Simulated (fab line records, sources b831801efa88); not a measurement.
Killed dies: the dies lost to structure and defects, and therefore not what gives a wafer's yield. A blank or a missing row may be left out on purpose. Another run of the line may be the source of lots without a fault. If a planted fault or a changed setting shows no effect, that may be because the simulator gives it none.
Which tool is to blame? -- flow gf180mcu -- 39 wafers from 13 lots sampled at 4 of the route's 602 steps

== WHAT THE GAUGES READ, wafer by wafer ==
GF_M3_OVL_MEAS_15.
lot,measured,on,M3_OVL (nm)
L833,day 21 08:32,overlay-02,-5 -5 -7
L837,day 23 00:38,overlay-01,-2 -9 4
L838,day 23 12:42,overlay-01,-14 -1 -10
L842,day 24 19:26,overlay-01,0 1 -5
L843,day 25 01:17,overlay-02,-4 -6 -5
L844,day 25 18:32,overlay-01,-11 -11 -11
L845,day 25 19:38,overlay-01,-4 -1 -5
L847,day 26 08:39,overlay-02,-9 -3 -9
L848,day 26 17:56,overlay-01,-6 0 0
L849,day 26 20:34,overlay-01,0 -9 -1
L852,day 27 23:57,overlay-01,1 -13 -9
L854,day 28 08:24,overlay-01,-8 -9 -4
L856,day 28 22:31,overlay-01,-1 5 1

GF_V4_THK_MEAS_03.
lot,measured,on,V4_CVD_02_THK (nm)
L833,day 23 11:21,film-metro-04,852 881 849
L837,day 25 00:56,film-metro-01,872 845 857
L838,day 25 12:59,film-metro-03,851 846 857
L842,day 26 18:02,film-metro-03,847 838 856
L843,day 26 23:56,film-metro-04,866 866 865
L844,day 27 14:53,film-metro-01,835 840 859
L845,day 27 17:01,film-metro-04,854 846 860
L847,day 28 04:56,film-metro-04,844 830 855
L848,day 28 14:03,film-metro-03,859 860 862
L849,day 28 16:28,film-metro-01,859 858 838
L852,day 29 18:11,film-metro-01,875 882 858
L854,day 30 02:01,film-metro-03,838 852 849
L856,day 30 16:24,film-metro-01,852 878 853

== TOOL THAT RAN EACH LOT (tool first, then ch and the chambers of the sampled wafers, then the start) ==
lot,GF_M1_METAL_ETCH_16,GF_M2_SPUTTER_02
L833,"rie-metal-01 ch 0,1, day 17 01:32","pvd-sputter-03, day 18 04:13"
L837,"rie-metal-02 ch 0,1, day 18 18:36","pvd-sputter-03, day 19 22:24"
L838,"rie-metal-02 ch 0,1, day 19 08:40","pvd-sputter-03, day 20 12:01"
L842,"rie-metal-01 ch 1, day 20 15:46","pvd-sputter-03, day 21 18:46"
L843,"rie-metal-02 ch 0, day 20 23:55","pvd-sputter-03, day 22 03:09"
L844,"rie-metal-01 ch 1, day 21 18:52","pvd-sputter-01, day 22 21:07"
L845,"rie-metal-04 ch 0,1, day 21 19:31","pvd-sputter-02, day 22 22:39"
L847,"rie-metal-02 ch 0, day 22 11:17","pvd-sputter-03, day 23 13:09"
L848,"rie-metal-01 ch 0,1, day 22 20:49","pvd-sputter-03, day 23 22:20"
L849,"rie-metal-04 ch 0,1, day 23 00:16","pvd-sputter-03, day 24 01:25"
L852,"rie-metal-01 ch 0,1, day 24 06:37","pvd-sputter-02, day 25 08:09"
L854,"rie-metal-02 ch 0,1, day 24 15:23","pvd-sputter-01, day 25 16:39"
L856,"rie-metal-02 ch 0,1, day 25 07:44","pvd-sputter-03, day 26 07:49"
- GF_M1_METAL_ETCH_16: etches the open film in Cl2/BCl3, stops on SiO2, target depth 750.8 nm, time 125.1 s.
- GF_M2_SPUTTER_02: material AlCu, target thk 450 nm, time 23.9 s.

== WHAT THE TOOLS THEMSELVES READ (means of the sampled wafers that have a number; where no wafer has one, the mark that the record gives instead) ==
GF_M1_METAL_ETCH_16.
lot,tool,drypump-motor-current-A (A),oes-product-au (a.u.),throttle-valve-pct (%)
L833,rie-metal-01,6.0,0.991,28.227
L837,rie-metal-02,5.8,0.997,28.230
L838,rie-metal-02,5.6,0.997,28.230
L842,rie-metal-01,6.3,0.984,28.232
L843,rie-metal-02,5.5,0.990,28.219
L844,rie-metal-01,6.3,0.989,28.231
L845,rie-metal-04,5.4,0.988,28.236
L847,rie-metal-02,5.5,0.998,28.216
L848,rie-metal-01,5.6,0.993,28.228
L849,rie-metal-04,5.4,0.988,28.228
L852,rie-metal-01,5.6,0.988,28.234
L854,rie-metal-02,5.7,0.993,28.231
L856,rie-metal-02,5.7,0.991,28.227

GF_M2_SPUTTER_02.
lot,tool,throttle-valve-pct (%)
L833,pvd-sputter-03,30.6
L837,pvd-sputter-03,29.5
L838,pvd-sputter-03,29.1
L842,pvd-sputter-03,30.0
L843,pvd-sputter-03,29.7
L844,pvd-sputter-01,30.6
L845,pvd-sputter-02,29.7
L847,pvd-sputter-03,30.3
L848,pvd-sputter-03,30.1
L849,pvd-sputter-03,30.3
L852,pvd-sputter-02,29.5
L854,pvd-sputter-01,30.1
L856,pvd-sputter-03,29.2

== THE ANSWER, worked out from the rows above alone ==
Rule: what is usual is taken from the lots themselves. Put in order of their means at a reading, lots are off if they are a third of the lots or fewer, leave a main group of 4 or more, and stand apart from it by a gap of 3 or more times the standard deviation of the main group's means; of several such gaps the widest counts. A main group whose means are all the same, to the digits that the tables above print for the reading, isn't used. Also off: a lot with no number at a reading for which 4 or more lots have one. Any other lot the step has rows for is counted as sound. Order of review: gauges by route order, followed by the tools' own readings, for which a lot's mean as printed above is used. The first step at which some lot is off is used, and at that step the reading that is off furthest; a lot without a number counts as furthest.
Across all readings shown, no lot is off: no conclusion can be drawn from this.

== WHAT THE SIMULATOR HAD INSERTED ==
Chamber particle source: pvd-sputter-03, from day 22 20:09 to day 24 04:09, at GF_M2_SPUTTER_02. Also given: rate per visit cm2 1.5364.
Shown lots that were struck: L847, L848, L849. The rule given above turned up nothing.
